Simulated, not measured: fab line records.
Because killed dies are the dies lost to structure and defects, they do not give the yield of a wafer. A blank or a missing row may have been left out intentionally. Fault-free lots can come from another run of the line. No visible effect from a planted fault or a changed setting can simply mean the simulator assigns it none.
Struck lot and sound lot, side by side | flow sky130 | 21 out of 708 route steps
Sound: wafers L898.1, L898.3, L898.6. Struck: wafers L908.2, L908.4, L908.5. The cause is named last.
Order at every step that has rows: each side's tool, ch and its chambers, its first start. Under that, the readings that differ: sound wafers | struck wafers | difference of the means | sigmas: that difference in standard deviations of wafers without a fault.
alike: same words and numbers on both sides, and readings whose means sit less than 2 such deviations apart. not compared: any withheld reading, any reading some wafer has no value for, any bound like >300 that may hide the same value, and any number with overlapping values for which the record gives no deviation.
Wherever a step has rows on one side only, a row that says differs or no value, or a row with sigmas, the two part there. When numbers do not overlap yet have no deviation, they are printed without sigmas and do not part them. Lack of a reading on every wafer of one side parts them only where that side has two or more wafers.

first, 1 step without rows for these wafers: SKY_RES_XHIGH_IMPLANT_07.
SKY_RES_XHIGH_STRIP_08: strips in O2/N2.
  sound on plasma_asher-02 ch 1, day 27 22:35; struck on plasma_asher-02 ch 0,1, day 31 17:02
  alike: drypump_motor_current_A, oes_product_au, strip_time_to_endpoint_s
  not compared: rf_hours_counter_h
SKY_RES_XHIGH_TW_MEAS_09:
  sound on film_metro-01 at day 27 22:41; struck on film_metro-03 at day 31 17:08
  alike: RES_XHIGH_TW
then, 7 steps without rows for these wafers: SKY_SD_N_DEHYDRATE_00 (time 60 s); SKY_SD_N_HMDS_01 (prime time 60 s); SKY_SD_N_COAT_02 (resist thk 1140 nm); SKY_SD_N_SOFTBAKE_03 (time 60 s); SKY_SD_N_EXPOSE_04 (exposes mask NSDM, target cd 380 nm); SKY_SD_N_PEB_05; SKY_SD_N_DEVELOP_06 (develop time 60 s).
SKY_SD_N_CD_MEAS_07: the cd target is 380 nm.
  sound on cd_sem-01 at day 29 02:46; struck on cd_sem-02 at day 32 20:35
  alike: cd_nm
SKY_SD_N_OVL_MEAS_08:
  sound on overlay-02 at day 29 02:53; struck on overlay-01 at day 32 20:42
  alike: SD_N_OVL
SKY_SD_N_IMPLANT_09:
  sound on implanter-04 ch 0, day 29 02:56; struck on implanter-04 ch 0, day 32 20:45
  reading       | sound                         | struck                        | difference | sigmas
  beam_on_s (s) | 16.8 17.3 16.7                | 23.5 23.5 24.4                | +6.9       | +5
  dose_ions_cm2 | 4.005e+15 3.993e+15 3.993e+15 | 5.533e+15 5.529e+15 5.527e+15 | +1.533e+15 | +99 or more
  alike: beam_energy_keV
next, for these wafers, 1 step has no rows: SKY_SD_N_IMPLANT_10.
SKY_SD_N_STRIP_11: strips in O2/N2.
  sound on plasma_asher-04 ch 0,1, day 29 03:14; struck on plasma_asher-02 ch 0,1, day 32 21:02
  reading                      | sound             | struck            | difference | sigmas
  oes_product_au (a.u.)        | 0.525 0.520 0.534 | 0.516 0.515 0.515 | -0.011     | -2
  strip_time_to_endpoint_s (s) | 22.51 22.55 22.53 | 23.48 23.48 23.46 | +0.94      | +29
  alike: drypump_motor_current_A
  not compared: rf_hours_counter_h
SKY_SD_N_TW_MEAS_12:
  sound on film_metro-01 at day 29 03:20; struck on film_metro-01 at day 32 21:08
  alike: SD_N_TW
then, 1 step without rows for these wafers: SKY_SD_N_CLEAN_13 (cleans in SC1/SC2, time 150 s).
SKY_SD_N_RTA_14: time 2 s.
  sound on rtp_anneal-02 ch 0, day 29 03:26; struck on rtp_anneal-02 ch 0, day 32 21:15
  alike: lamp_power_pct, wafer_temp_C_max
SKY_SD_N_RS_MEAS_16: a four-point-probe measurement.
  sound on film_metro-03 at day 29 03:37; struck on film_metro-02 at day 32 21:26
  reading          | sound             | struck            | difference | sigmas
  SD_N_RS (ohm/sq) | 68.63 68.63 68.55 | 66.15 66.29 66.29 | -2.36      | -15
SKY_SD_N_RS_MEAS_17: a four-point-probe measurement.
  sound on film_metro-03 at day 29 03:44; struck on film_metro-02 at day 32 21:33
  alike: SD_P_RS
-- here the record skips 16 days between the struck wafers' starts before and after, leaving off in module SD_N and picking up in module PAD_OPEN (first step shown: number 708 of the route) --
SKY_PAD_OPEN_PROBE_99:
  sound on prober-02 at day 46 14:19; struck on prober-02 at day 49 09:02
  reading                                 | sound             | struck            | difference | sigmas
  killed_at_front_end                     | 20 22 15          | 7 9 11            | -10        | -2
  killed_dies                             | 88 105 74         | 67 78 62          | -20        | -2
  model.etest.res_ndiff.line_ohm_um       | 748 748.2 754.2   | 721.4 724 723.4   | -27.2      |
  model.etest.sonos_uncharged.r_on_ohm_um | 808.4 817.6 807.3 | 792.2 784.9 785.6 | -23.5      |
  model.etest.licon_ndiff.rc_ohm          | 185.6 185.3 194.3 | 167.5 168.5 163.6 | -21.9      |
  model.etest.res_ndiff_hv.rs_ohm_sq      | 115.3 113.9 114.9 | 105.4 107.3 106.5 | -8.3       |
  model.etest.res_ndiff.rs_ohm_sq         | 121 120.9 121.7   | 111.9 111.6 112.1 | -9.3       |
  alike: killed_at_M0_to_M3, killed_at_M4_up, killed_at_contacts, killed_at_other, killed_open, killed_short

== WHERE THEY PART ==
Last at SKY_PAD_OPEN_PROBE_99 as far as this record goes, first at SKY_SD_N_IMPLANT_09.

WHY: what the simulator had put in
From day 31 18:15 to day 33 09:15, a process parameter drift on implanter-04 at SKY_SD_N_IMPLANT_09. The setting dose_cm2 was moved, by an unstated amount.
